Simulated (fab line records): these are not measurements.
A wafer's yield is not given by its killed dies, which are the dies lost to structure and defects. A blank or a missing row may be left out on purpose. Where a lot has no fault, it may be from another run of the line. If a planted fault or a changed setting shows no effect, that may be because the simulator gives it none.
A lot that was struck, set against a sound lot -- flow sfq_line -- 28 out of 325 route steps
Sound: the wafers L699.2, L699.3, L699.6. Struck: wafers L704.2, L704.3. (L704.1 of the same lot was not struck and is left out.) The cause comes at the end.
Each step with rows lists, per side, the tool, then ch with its chambers, then its first start. Under that, the readings that differ: sound wafers -- struck wafers -- difference of the means -- sigmas: that difference in standard deviations of wafers without a fault.
alike: readings whose means differ by less than 2 such deviations, and words and numbers that are the same on both sides. not compared: withheld readings, readings that some wafer has no value for, bounds like >300 that may hide the same value, and numbers for which the record gives no deviation and whose values overlap.
A row with sigmas, a row that says differs or no value, or rows on one side alone: a step with any of these is where the two part. Non-overlapping numbers with no deviation appear without sigmas and do not part them. A reading that every wafer of one side lacks parts them only if that side has two wafers or more.

first, 6 steps without rows for these wafers: SFQ_TRILAYER_M6_LITHO_COAT_164 (resist thk 62 nm); SFQ_TRILAYER_M6_LITHO_COAT_159 (resist thk 600 nm); SFQ_TRILAYER_M6_LITHO_SOFTBAKE_163; SFQ_TRILAYER_M6_LITHO_EXPOSE_160 (exposes mask M6, target cd 500 nm); SFQ_TRILAYER_M6_LITHO_PEB_162 (peb time 60 s); SFQ_TRILAYER_M6_LITHO_DEVELOP_161 (time 60 s).
SFQ_M6_OVL_MEAS_940:
  sound on overlay-02, day 73 13:35; struck on overlay-02, day 78 03:01
  alike: M6_OVL
then, 1 step without rows for these wafers: SFQ_TRILAYER_M6_BARC_OPEN_METAL_ETCH_206 (etches BARC in O2, target depth 125 nm, time 41.7 s).
SFQ_TRILAYER_M6_ETCH_METAL_ETCH_162: etches Nb in Cl2/Ar, stops on SiO2, target depth 240 nm, time 120 s.
  sound on rie_metal-03 ch 1, day 73 13:40; struck on rie_metal-03 ch 0,1, day 78 03:07
  alike: drypump_motor_current_A, oes_product_au
  not compared: rf_hours_counter_h
SFQ_TRILAYER_M6_STRIP_STRIP_163: strips in O2.
  sound on rie_metal-03 ch 1, day 73 13:47; struck on rie_metal-03 ch 0,1, day 78 03:14
reading,sound,struck,difference,sigmas
oes_product_au (a.u.),0.995 0.994 0.988,1.005 1.020,+0.020,+2
  alike: drypump_motor_current_A
  not compared: rf_hours_counter_h
then, 1 step without rows for these wafers: SFQ_TRILAYER_M6_STRIP_SOLV_CLEAN_164 (cleans in NMP, time 600 s).
SFQ_TRILAYER_I6_DEP_PECVD_165: deposits SiO2 from SiH4/N2O, time 111.11 s, target thk 500 nm.
  sound on pecvd-04 ch 1,2, day 73 14:34; struck on pecvd-04 ch 0,1, day 78 04:01
  alike: heater_power_outer_w, heater_power_w, throttle_valve_pct
SFQ_TRILAYER_I6_CMP_CMP_166: polishes SiO2.
  sound on cmp-01 ch 1,2,3, day 73 14:40; struck on cmp-01 ch 1,3, day 78 04:42
reading,sound,struck,difference,sigmas
time_to_endpoint_s (s),205 209 219,194 187,-20,-2
model.SiO2_of_TRILAYER_I6_DEP_PECVD_165.thk_nm (nm),198.9 199.4 200.6,220.5 220.1,+20.7,
  alike: edge_zone_pressure_frac, motor_current_A
SFQ_I6_BOW_MEAS_941:
  sound on film_metro-01, day 73 17:41; struck on film_metro-03, day 78 07:42
reading,sound,struck,difference,sigmas
I6_BOW (um),29 27 23,6 6,-20,-2
SFQ_TRILAYER_I6_METRO_MEASURE_167:
  sound on film_metro-01, day 73 17:59; struck on film_metro-03, day 78 07:49
reading,sound,struck,difference,sigmas
thk_nm (nm),198.9 199.4 200.5,220.4 220.0,+20.6,+23
then, 6 steps without rows for these wafers: SFQ_TRILAYER_I6_VIA_LITHO_COAT_174 (resist thk 62 nm); SFQ_TRILAYER_I6_VIA_LITHO_COAT_169 (resist thk 650 nm); SFQ_TRILAYER_I6_VIA_LITHO_SOFTBAKE_173; SFQ_TRILAYER_I6_VIA_LITHO_EXPOSE_170 (exposes mask I6, target cd 700 nm); SFQ_TRILAYER_I6_VIA_LITHO_PEB_172 (peb time 60 s); SFQ_TRILAYER_I6_VIA_LITHO_DEVELOP_171 (time 60 s).
-- the record jumps here: 3 days lie between the struck wafers' starts before and after --
SFQ_I6_OVL_MEAS_942:
  sound on overlay-02, day 77 10:41; struck on overlay-01, day 81 16:12
  alike: I6_OVL
SFQ_TRILAYER_I6_VIA_BARC_OPEN_VIA_ETCH_235: etches BARC in O2, target depth 125 nm, time 41.7 s.
  sound on rie_diel-03 ch 0,1,3, day 77 10:43; struck on rie_diel-02 ch 1,3, day 81 16:14
  alike: drypump_motor_current_A, oes_product_au
  not compared: rf_hours_counter_h
SFQ_TRILAYER_I6_VIA_ETCH_VIA_ETCH_172: etches SiO2 in CHF3, stops on Nb, target depth 260 nm.
  sound on rie_diel-03 ch 0,1,3, day 77 10:45; struck on rie_diel-02 ch 1,3, day 81 16:17
reading,sound,struck,difference,sigmas
oes_product_au (a.u.),0.858 0.851 0.857,0.907 0.901,+0.049,+10
model.etch.depth_nm (nm),198.9 199.4 200.6,220.5 220.1,+20.7,
model.I6.feature_depth_nm (nm),198.9 199.4 200.6,220.5 220.1,+20.7,
  alike: drypump_motor_current_A
then, 2 steps without rows for these wafers: SFQ_TRILAYER_I6_VIA_STRIP_STRIP_173 (strips in O2); SFQ_TRILAYER_I6_VIA_STRIP_SOLV_CLEAN_174 (cleans in NMP, time 600 s).
SFQ_TRILAYER_M7_DEP_PRE_CLEAN_176: time 22.5 s.
  sound on pvd_sputter-04, day 77 11:38; struck on pvd_sputter-05, day 81 17:10
reading,sound,struck,difference,sigmas
model.SiO2_of_TRILAYER_I6_DEP_PECVD_165.thk_nm (nm),191.4 191.9 193.1,213 212.6,+21,
SFQ_TRILAYER_M7_DEP_SPUTTER_175: material Nb, target thk 200 nm, time 133.3 s.
  sound on pvd_sputter-04, day 77 11:40; struck on pvd_sputter-05, day 81 17:11
  alike: cathode_dc_power_W, throttle_valve_pct

== WHERE THEY PART ==
Last at SFQ_TRILAYER_I6_VIA_ETCH_VIA_ETCH_172 as far as this record goes, first at SFQ_TRILAYER_M6_STRIP_STRIP_163. Later steps at which nothing parts them and some readings are alike: SFQ_TRILAYER_M7_DEP_SPUTTER_175.

WHY: whatever the simulator had introduced
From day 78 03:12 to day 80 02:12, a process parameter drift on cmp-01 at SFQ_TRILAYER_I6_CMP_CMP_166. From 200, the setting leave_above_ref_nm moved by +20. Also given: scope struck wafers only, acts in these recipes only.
